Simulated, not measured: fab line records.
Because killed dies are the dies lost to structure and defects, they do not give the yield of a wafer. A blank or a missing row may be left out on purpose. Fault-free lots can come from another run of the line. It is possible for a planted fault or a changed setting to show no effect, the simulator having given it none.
Which of the tools did it? | flow gf180mcu | 12 lots, 34 wafers sampled, at 5 steps of a route of 602

== WHAT THE GAUGES SHOWED, per wafer ==
GF_V1_CD_MEAS_14: the cd target is 260 nm.
lot  | measured     | on        | cd nm (nm)
L919 | day 17 20:28 | cd sem-02 | 257.9 259.0 257.6
L921 | day 18 13:35 | cd sem-01 | 258.8 259.6 259.8
L923 | day 19 06:29 | cd sem-02 | 258.2 259.2
L924 | day 19 15:56 | cd sem-01 | 259.5 259.6 259.8
L925 | day 20 05:52 | cd sem-01 | 260.3 261.9 261.5
L926 | day 21 06:25 | cd sem-01 | 260.8 258.9 260.6
L927 | day 21 08:28 | cd sem-01 | 259.2 259.9 259.3
L928 | day 21 20:58 | cd sem-01 | 258.8 259.1 257.7
L932 | day 23 17:47 | cd sem-02 | 257.8 258.2 259.1
L935 | day 23 23:01 | cd sem-01 | 262.1 261.2
L940 | day 25 11:43 | cd sem-01 | 260.4 259.6 259.4
L942 | day 26 01:15 | cd sem-01 | 258.8 258.4 260.2

GF_V1_OVL_MEAS_15.
lot  | measured     | on         | V1_OVL (nm)
L919 | day 17 20:33 | overlay-01 | -5 -9 -9
L921 | day 18 13:41 | overlay-01 | -1 4 6
L923 | day 19 06:33 | overlay-02 | -4 -2
L924 | day 19 16:02 | overlay-02 | -2 -5 3
L925 | day 20 05:59 | overlay-02 | -5 4 -3
L926 | day 21 06:32 | overlay-02 | -5 -5 -8
L927 | day 21 08:35 | overlay-01 | -6 -2 5
L928 | day 21 21:05 | overlay-01 | -8 -10 -10
L932 | day 23 17:54 | overlay-02 | -1 -3 2
L935 | day 23 23:08 | overlay-01 | -7 -3
L940 | day 25 11:50 | overlay-01 | -3 6 9
L942 | day 26 01:20 | overlay-02 | -1 3 -1

GF_M2_RS_MEAS_05: measures by four-point-probe.
lot  | measured     | on            | M2_ALCU_RS (ohm/sq)
L919 | day 17 22:35 | film metro-01 | 0.0692 0.0680 0.0690
L921 | day 18 15:19 | film metro-03 | 0.0701 0.0684 0.0692
L923 | day 19 08:16 | film metro-01 | 0.0696 0.0695
L924 | day 19 17:41 | film metro-02 | 0.0678 0.0678 0.0695
L925 | day 20 07:37 | film metro-03 | 0.0697 0.0700 0.0686
L926 | day 21 08:17 | film metro-03 | 0.0708 0.0691 0.0709
L927 | day 21 10:13 | film metro-02 | 0.0687 0.0671 0.0683
L928 | day 21 22:49 | film metro-02 | 0.0697 0.0690 0.0699
L932 | day 23 19:31 | film metro-03 | 0.0695 0.0703 0.0694
L935 | day 24 00:45 | film metro-01 | 0.0940 0.0937
L940 | day 25 13:26 | film metro-03 | 0.0702 0.0695 0.0697
L942 | day 26 02:59 | film metro-01 | 0.0709 0.0692 0.0700

GF_M2_THK_MEAS_06: measures by xrf.
lot  | measured     | on            | M2_ALCU_THK (nm)
L919 | day 17 22:40 | film metro-01 | 453 460 455
L921 | day 18 15:25 | film metro-03 | 450 458 452
L923 | day 19 08:20 | film metro-01 | 451 452
L924 | day 19 17:47 | film metro-02 | 462 462 453
L925 | day 20 07:44 | film metro-03 | 450 451 457
L926 | day 21 08:25 | film metro-03 | 440 451 442
L927 | day 21 10:20 | film metro-02 | 459 467 460
L928 | day 21 22:56 | film metro-02 | 449 455 451
L932 | day 23 19:38 | film metro-03 | 453 447 454
L935 | day 24 00:52 | film metro-01 | 337 339
L940 | day 25 13:34 | film metro-03 | 446 449 448
L942 | day 26 03:05 | film metro-01 | 443 454 449

== EACH LOT AND THE TOOL THAT RAN IT (in order: tool; ch and the chambers of the sampled wafers; start) ==
lot  | GF_M2_SPUTTER_02
L919 | pvd sputter-02, day 17 22:26
L921 | pvd sputter-01, day 18 15:12
L923 | pvd sputter-03, day 19 08:07
L924 | pvd sputter-02, day 19 17:34
L925 | pvd sputter-01, day 20 07:32
L926 | pvd sputter-01, day 21 08:12
L927 | pvd sputter-01, day 21 10:08
L928 | pvd sputter-03, day 21 22:43
L932 | pvd sputter-01, day 23 19:25
L935 | pvd sputter-01, day 24 00:40
L940 | pvd sputter-03, day 25 13:21
L942 | pvd sputter-02, day 26 02:51
- GF_M2_SPUTTER_02: material AlCu, target thk 450 nm, time 23.9 s.

== AS READ BY THE TOOLS THEMSELVES (means over the sampled wafers that have a number; for cases with no such wafer, the mark the record gives instead) ==
GF_M2_SPUTTER_02.
lot  | tool           | throttle valve pct (%)
L919 | pvd sputter-02 | 29.5
L921 | pvd sputter-01 | 28.7
L923 | pvd sputter-03 | 31.1
L924 | pvd sputter-02 | 30.7
L925 | pvd sputter-01 | 29.3
L926 | pvd sputter-01 | 28.8
L927 | pvd sputter-01 | 29.4
L928 | pvd sputter-03 | 31.5
L932 | pvd sputter-01 | 29.2
L935 | pvd sputter-01 | 28.3
L940 | pvd sputter-03 | 29.4
L942 | pvd sputter-02 | 30.6

== THE ANSWER, worked out from the rows above alone ==
Rule: what is usual is taken from the lots themselves. Put in order of their means at a reading, lots are off if they are a third of the lots or fewer, leave a main group of 4 or more, and stand apart from it by a gap of 3 or more times the standard deviation of the main group's means; of several such gaps the widest counts. A main group is skipped when, at the precision printed for the reading in the tables above, its means are all equal. Also off: a lot with no number at a reading for which 4 or more lots have one. The other lots that the step has rows for count as sound. The gauges are gone through in route order, then the tools' own readings, and for those a lot's mean is taken as printed above. At the first step where some lot is off, the reading lying furthest off is the one used; lots without a number count as furthest.
Off: at GF_M2_RS_MEAS_05 (M2_ALCU_RS), L935. For the main group the mean is 0.0693 ohm/sq and the standard deviation 0.00066.
If a tool, at a process step before that reading, ran all the lots that are off and no sound lot after the first of them, it fits. Gauges at GF_M2_RS_MEAS_05: tried the same way as those tools. One candidate fits, namely pvd sputter-01 at GF_M2_SPUTTER_02. Its last sound lot is L932 (day 23 19:25), its first lot that is off L935 (day 24 00:40): a fault that began between those two fits.

== WHAT THE SIMULATOR HAD PUT IN ==
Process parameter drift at GF_M2_SPUTTER_02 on pvd sputter-01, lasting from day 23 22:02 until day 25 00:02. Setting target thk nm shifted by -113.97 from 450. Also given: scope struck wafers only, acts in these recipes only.
Lots struck among those shown: L935. Same finding as the rule above.
